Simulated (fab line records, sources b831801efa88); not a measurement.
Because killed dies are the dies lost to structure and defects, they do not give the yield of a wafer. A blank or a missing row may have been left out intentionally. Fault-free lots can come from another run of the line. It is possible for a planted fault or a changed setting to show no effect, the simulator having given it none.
fab line records -- flow sky130
record lots=14, wafers=42, last_day=51
route steps=708 shown SONOS_ONO@181 LDD_N@254 LDD_P@259 SD_P@328
lots untouched by any fault: they come from a run of this same line in which no faults occurred
start_h: hours from the record's opening day to when the first of the lot's shown wafers began -- wait_h: hours elapsed since this lot's preceding step -- " as in the row above -- L1.1+2: a single row standing in for several wafers -- - no value, or no start given -- * or withheld: withheld -- < > ~ a bound
route shown NAME@n: names a module that has steps shown in the file, with the first one's number in the route -- usual: average and standard deviation across the fault-free wafers -- same: alike in all rows -- chamber/n: place in a boat -- sites: readings site by site -- _std_site: the values' standard deviation -- _edge_site: outer sites' mean less inner sites' -- radius_mm: for every site, how far away it sits from the centre of the wafer -- mask NAME#n: copy n -- behind: the most recent tool/chamber to have shaped the wafer -- hold: the reason the lot was held/the length of the hold in hours/how it ended -- device: which transistor (n, p or np) failed to switch -- end of line: the route-end tests of the same wafers -- step lacking rows: just its recipe -- killed: count of dies lost to structure and defects at first sort (not the wafer's yield) -- map: per-die view of a wafer (x killed, . not killed, _ where there is no die)
set.NAME: setting as actually run; set.NAME@STEP: the setting as run at that earlier step -- model.NAME: the simulator's own value behind a step, which no gauge read
the route's steps for a sample of lots (tables are steps, rows are wafers)
services: from which hour (start_h, from the record's first day; less than 0 if before it) a tool's chamber was out of use, for how many hours, and why
## steps
# step SKY_SONOS_ONO_CD_MEAS_13
# recipe target_cd_nm=410
# usual cd_nm=409.8/2.3
lot.wafer,tool,chamber,start_h,wait_h,cd_nm
L348.1,cd_sem-02,-,306.67,0.1,407.7
L348.5,cd_sem-02,-,306.67,0.1,406.0
L348.6,cd_sem-02,-,306.67,0.1,406.2
L349.1,cd_sem-02,-,308.07,0.1,409.7
L349.4,cd_sem-02,-,308.07,0.1,410.8
L349.5,cd_sem-02,-,308.07,0.1,409.2
L351.3,cd_sem-01,-,312.76,0.1,407.1
L351.4,cd_sem-01,-,312.76,0.1,409.3
L351.5,cd_sem-01,-,312.76,0.1,412.0
L350.2,cd_sem-02,-,313.03,0.1,408.3
L350.4,cd_sem-02,-,313.03,0.1,410.5
L350.5,cd_sem-02,-,313.03,0.1,409.2
L352.3,cd_sem-01,-,324.70,0.1,411.2
L352.5,cd_sem-01,-,324.70,0.1,413.5
L352.6,cd_sem-01,-,324.70,0.1,414.1
L353.1,cd_sem-01,-,339.57,0.1,414.3
L353.3,cd_sem-01,-,339.57,0.1,414.2
L353.6,cd_sem-01,-,339.57,0.1,413.4
L354.2,cd_sem-02,-,345.99,0.1,407.6
L354.4,cd_sem-02,-,345.99,0.1,408.6
L354.5,cd_sem-02,-,345.99,0.1,408.4
L355.1,cd_sem-02,-,349.82,0.1,413.0
L355.2,cd_sem-02,-,349.82,0.1,411.8
L355.5,cd_sem-02,-,349.82,0.1,412.6
L356.3,cd_sem-02,-,351.05,0.1,409.0
L356.4,cd_sem-02,-,351.05,0.1,411.8
L356.6,cd_sem-02,-,351.05,0.1,411.0
L357.1,cd_sem-02,-,360.41,0.1,411.3
L357.2,cd_sem-02,-,360.41,0.1,410.4
L357.3,cd_sem-02,-,360.41,0.1,411.7
L366.1,cd_sem-02,-,455.22,0.1,408.3
L366.2,cd_sem-02,-,455.22,0.1,407.3
L366.3,cd_sem-02,-,455.22,0.1,406.8
L367.1,cd_sem-02,-,479.31,0.1,406.2
L367.3,cd_sem-02,-,479.31,0.1,407.6
L367.6,cd_sem-02,-,479.31,0.1,407.5
L369.1,cd_sem-01,-,495.26,0.1,406.7
L369.2,cd_sem-01,-,495.26,0.1,408.8
L369.4,cd_sem-01,-,495.26,0.1,410.2
L368.1,cd_sem-01,-,497.06,0.1,411.8
L368.3,cd_sem-01,-,497.06,0.1,410.0
L368.4,cd_sem-01,-,497.06,0.1,412.3
# step SKY_LDD_N_TW_MEAS_17
# usual LDD_N_TW=2617/21
lot.wafer,tool,chamber,start_h,wait_h,LDD_N_TW
L348.1,film_metro-03,-,430.49,0.1,2611
L348.5,film_metro-03,-,430.49,0.1,2590
L348.6,film_metro-03,-,430.49,0.1,2599
L349.1,film_metro-03,-,435.95,0.1,2579
L349.4,film_metro-03,-,435.95,0.1,2572
L349.5,film_metro-03,-,435.95,0.1,2577
L351.3,film_metro-02,-,437.53,0.1,2628
L351.4,film_metro-02,-,437.53,0.1,2630
L351.5,film_metro-02,-,437.53,0.1,2631
L350.2,film_metro-01,-,440.36,0.1,2605
L350.4,film_metro-01,-,440.36,0.1,2595
L350.5,film_metro-01,-,440.36,0.1,2603
L352.3,film_metro-02,-,451.51,0.1,2627
L352.5,film_metro-02,-,451.51,0.1,2633
L352.6,film_metro-02,-,451.51,0.1,2628
L353.1,film_metro-03,-,467.15,0.1,2583
L353.3,film_metro-03,-,467.15,0.1,2593
L353.6,film_metro-03,-,467.15,0.1,2599
L354.2,film_metro-02,-,478.76,0.1,2644
L354.4,film_metro-02,-,478.76,0.1,2656
L354.5,film_metro-02,-,478.76,0.1,2631
L356.3,film_metro-01,-,484.66,0.1,2611
L356.4,film_metro-01,-,484.66,0.1,2614
L356.6,film_metro-01,-,484.66,0.1,2608
L355.1,film_metro-02,-,486.95,0.1,2630
L355.2,film_metro-02,-,486.95,0.1,2635
L355.5,film_metro-02,-,486.95,0.1,2628
L357.1,film_metro-02,-,493.01,0.1,2623
L357.2,film_metro-02,-,493.01,0.1,2621
L357.3,film_metro-02,-,493.01,0.1,2616
L366.1,film_metro-01,-,587.79,0.1,2593
L366.2,film_metro-01,-,587.79,0.1,2612
L366.3,film_metro-01,-,587.79,0.1,2585
L367.1,film_metro-02,-,608.60,0.1,2641
L367.3,film_metro-02,-,608.60,0.1,2625
L367.6,film_metro-02,-,608.60,0.1,2619
L369.1,film_metro-02,-,627.21,0.1,2636
L369.2,film_metro-02,-,627.21,0.1,2644
L369.4,film_metro-02,-,627.21,0.1,2630
L368.1,film_metro-03,-,629.71,0.1,2593
L368.3,film_metro-03,-,629.71,0.1,2581
L368.4,film_metro-03,-,629.71,0.1,2592
# step SKY_LDD_P_EXPOSE_04
# recipe mask_id=PSDM, na=0.6, source_shape=conventional, sigma_outer=0.6, polarization=unpolarized, target_cd_nm=380, dose_mj=138
# same na=0.6
lot.wafer,tool,chamber,start_h,wait_h,mask
L348.1+5+6,iline_stepper-02,0,446.11,-,PSDM#0
L349.1+4+5,iline_stepper-01,0,451.83,-,PSDM#0
L351.3+4+5,iline_stepper-01,0,453.72,-,PSDM#0
L350.2+4+5,iline_stepper-01,0,456.18,-,PSDM#0
L352.3+5+6,iline_stepper-02,0,466.72,-,PSDM#0
L353.1+3+6,iline_stepper-01,0,483.13,-,PSDM#0
L354.2+4+5,iline_stepper-01,0,494.30,-,PSDM#0
L356.3+4+6,iline_stepper-02,0,499.78,-,PSDM#0
L355.1+2+5,iline_stepper-01,0,502.28,-,PSDM#0
L357.1+2+3,iline_stepper-01,0,507.91,-,PSDM#0
L366.1+2+3,iline_stepper-02,0,602.43,-,PSDM#0
L367.1+3+6,iline_stepper-02,0,623.26,-,PSDM#0
L369.1+2+4,iline_stepper-02,0,641.68,-,PSDM#0
L368.1+3+4,iline_stepper-02,0,643.31,-,PSDM#0
# step SKY_LDD_P_OVL_MEAS_08
# usual LDD_P_OVL=0.7/1.2
lot.wafer,tool,chamber,start_h,wait_h,LDD_P_OVL[nm]
L348.1,overlay-01,-,461.58,0.1,0.2
L348.5,overlay-01,-,461.58,0.1,-0.4
L348.6,overlay-01,-,461.58,0.1,-1.0
L349.1,overlay-02,-,466.88,0.1,0.2
L349.4,overlay-02,-,466.88,0.1,0.7
L349.5,overlay-02,-,466.88,0.1,-1.3
L351.3,overlay-02,-,468.54,0.1,-0.1
L351.4,overlay-02,-,468.54,0.1,0.4
L351.5,overlay-02,-,468.54,0.1,0.9
L350.2,overlay-01,-,471.19,0.1,-1.2
L350.4,overlay-01,-,471.19,0.1,0.9
L350.5,overlay-01,-,471.19,0.1,0.7
L352.3,overlay-01,-,481.94,0.1,2.5
L352.5,overlay-01,-,481.94,0.1,1.6
L352.6,overlay-01,-,481.94,0.1,1.2
L353.1,overlay-02,-,498.53,0.1,-0.6
L353.3,overlay-02,-,498.53,0.1,1.3
L353.6,overlay-02,-,498.53,0.1,1.1
L354.2,overlay-01,-,509.64,0.1,-0.7
L354.4,overlay-01,-,509.64,0.1,0.6
L354.5,overlay-01,-,509.64,0.1,-1.0
L356.3,overlay-02,-,515.95,0.1,-0.9
L356.4,overlay-02,-,515.95,0.1,1.0
L356.6,overlay-02,-,515.95,0.1,-0.8
L355.1,overlay-02,-,518.48,0.1,9.0
L355.2,overlay-02,-,518.48,0.1,9.2
L355.5,overlay-02,-,518.48,0.1,9.9
L357.1,overlay-01,-,523.68,0.1,10.0
L357.2,overlay-01,-,523.68,0.1,9.3
L357.3,overlay-01,-,523.68,0.1,10.0
L366.1,overlay-01,-,617.33,0.1,1.2
L366.2,overlay-01,-,617.33,0.1,2.2
L366.3,overlay-01,-,617.33,0.1,1.7
L367.1,overlay-01,-,637.33,0.1,1.7
L367.3,overlay-01,-,637.33,0.1,1.1
L367.6,overlay-01,-,637.33,0.1,-1.1
L369.1,overlay-02,-,655.48,0.1,-0.3
L369.2,overlay-02,-,655.48,0.1,-0.2
L369.4,overlay-02,-,655.48,0.1,0.3
L368.1,overlay-01,-,656.98,0.1,0.1
L368.3,overlay-01,-,656.98,0.1,1.5
L368.4,overlay-01,-,656.98,0.1,1.7
# step SKY_SD_P_OVL_MEAS_08
# usual SD_P_OVL=0.5/1.2
lot.wafer,tool,chamber,start_h,wait_h,SD_P_OVL[nm]
L348.1,overlay-01,-,618.60,0.1,0.9
L348.5,overlay-01,-,618.60,0.1,-0.3
L348.6,overlay-01,-,618.60,0.1,1.0
L349.1,overlay-01,-,619.59,0.1,1.3
L349.4,overlay-01,-,619.59,0.1,0.8
L349.5,overlay-01,-,619.59,0.1,0.4
L351.3,overlay-01,-,623.89,0.1,-1.4
L351.4,overlay-01,-,623.89,0.1,-0.8
L351.5,overlay-01,-,623.89,0.1,0.0
L350.2,overlay-02,-,627.68,0.1,-1.2
L350.4,overlay-02,-,627.68,0.1,-0.4
L350.5,overlay-02,-,627.68,0.1,-0.4
L352.3,overlay-01,-,633.71,0.1,1.3
L352.5,overlay-01,-,633.71,0.1,-0.9
L352.6,overlay-01,-,633.71,0.1,0.6
L353.1,overlay-01,-,648.13,0.1,0.3
L353.3,overlay-01,-,648.13,0.1,-0.4
L353.6,overlay-01,-,648.13,0.1,0.3
L354.2,overlay-02,-,659.53,0.1,0.7
L354.4,overlay-02,-,659.53,0.1,-0.8
L354.5,overlay-02,-,659.53,0.1,1.1
L356.3,overlay-02,-,663.15,0.1,0.5
L356.4,overlay-02,-,663.15,0.1,-1.1
L356.6,overlay-02,-,663.15,0.1,0.6
L355.1,overlay-01,-,667.43,0.1,-0.3
L355.2,overlay-01,-,667.43,0.1,-0.7
L355.5,overlay-01,-,667.43,0.1,-1.8
L357.1,overlay-01,-,670.63,0.1,-0.9
L357.2,overlay-01,-,670.63,0.1,-0.8
L357.3,overlay-01,-,670.63,0.1,-1.4
L366.1,overlay-02,-,759.28,0.1,1.9
L366.2,overlay-02,-,759.28,0.1,1.7
L366.3,overlay-02,-,759.28,0.1,0.9
L367.1,overlay-01,-,777.89,0.1,-0.8
L367.3,overlay-01,-,777.89,0.1,0.4
L367.6,overlay-01,-,777.89,0.1,-1.1
L369.1,overlay-02,-,794.18,0.1,1.2
L369.2,overlay-02,-,794.18,0.1,0.2
L369.4,overlay-02,-,794.18,0.1,1.9
L368.1,overlay-02,-,797.48,0.1,1.4
L368.3,overlay-02,-,797.48,0.1,0.9
L368.4,overlay-02,-,797.48,0.1,2.4
## services
tool,chamber,start_h,hours,kind
iline_stepper-01,-,427.24,1.7,pm
iline_stepper-02,-,507.84,1.7,pm
iline_stepper-01,-,518.59,2.1,pm
iline_stepper-01,-,520.67,-,consumable_replace:lamp
iline_stepper-02,0,533.30,-,calibration
iline_stepper-01,0,571.44,-,calibration
iline_stepper-02,-,594.58,4.4,pm
iline_stepper-01,-,600.35,4.4,pm
iline_stepper-02,-,607.95,4.7,repair
iline_stepper-01,-,620.77,1.1,repair
## key
first_sign step=SKY_LDD_P_OVL_MEAS_08, reading=LDD_P_OVL, direction=up, sigmas=7.5, usual=0.7, struck=9.6
effect none on later readings
met_at SKY_LDD_P_EXPOSE_04
struck_lots L355,L357
tester_left_out L355,L357
not_acting_at SKY_SONOS_ONO_CD_MEAS_13,SKY_LDD_N_TW_MEAS_17,SKY_SD_P_OVL_MEAS_08
onset_between 494.30 502.28
fault kind=scanner_matching_overlay, tool=iline_stepper-01, chamber=-, onset_h=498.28, steps=SKY_LDD_P_EXPOSE_04, offset=8.971
# tester_left_out: of these lots the tester's yield and bins aren't shown, on N5 and GAA mostly nor the transistor test; their killed dies are dies lost to structure and defects alone, not to doping, threshold or leakage, so they don't give the yield
